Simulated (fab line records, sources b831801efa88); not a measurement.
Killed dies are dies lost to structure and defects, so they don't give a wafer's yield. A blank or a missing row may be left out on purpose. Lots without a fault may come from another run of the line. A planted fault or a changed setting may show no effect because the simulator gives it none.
Chamber matching | flow gf180mcu | GF_V5_CMP_04 on cmp-02: 4 sister chambers
The step polishes SiO2. 4 wafers are shown with their chamber, then 7 later ones without.

WAFERS WITH THEIR CHAMBER
wafer  | chamber | motor_current_A (A)
L483.2 | 2       | 12.3
L483.4 | 0       | 11.0
L484.2 | 3       | 12.8
L484.4 | 1       | 12.5

WAFERS WITHOUT THEIR CHAMBER
wafer  | motor_current_A (A)
L484.5 | 11.6
L486.1 | 11.2
L486.5 | 12.7
L486.6 | 10.8
L500.2 | 11.8
L500.3 | 13.3
L500.5 | 12.0

WHICH CHAMBER EACH WENT THROUGH
wafer  | from the rows above               | in truth
L484.5 | can't be placed: 0 or 2 or 1 or 3 | 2
L486.1 | 0                                 | 0
L486.5 | can't be placed: 3 or 1 or 2      | 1
L486.6 | 0                                 | 0
L500.2 | can't be placed: 2 or 1 or 0 or 3 | 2
L500.3 | can't be placed: 3 or 1 or 2      | 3
L500.5 | can't be placed: 2 or 1 or 3 or 0 | 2
Placed correctly: 2 of 7. Can't be placed from these rows: 5 (the true chamber is among the candidates in 5). Placed wrongly: 0.
How it was worked out, from the rows above alone: a wafer's distance from a chamber is the root of the sum, over the readings, of the square of ((its reading less the chamber's mean) divided by the reading's scatter). The wafer belongs to the nearest chamber; if the next one is less than 2 further off, it can't be placed. A chamber's mean is the mean of its shown wafers. The scatter: with one shown wafer a chamber, the root of the mean of the squares of how far each hidden wafer lies from its nearest shown one.
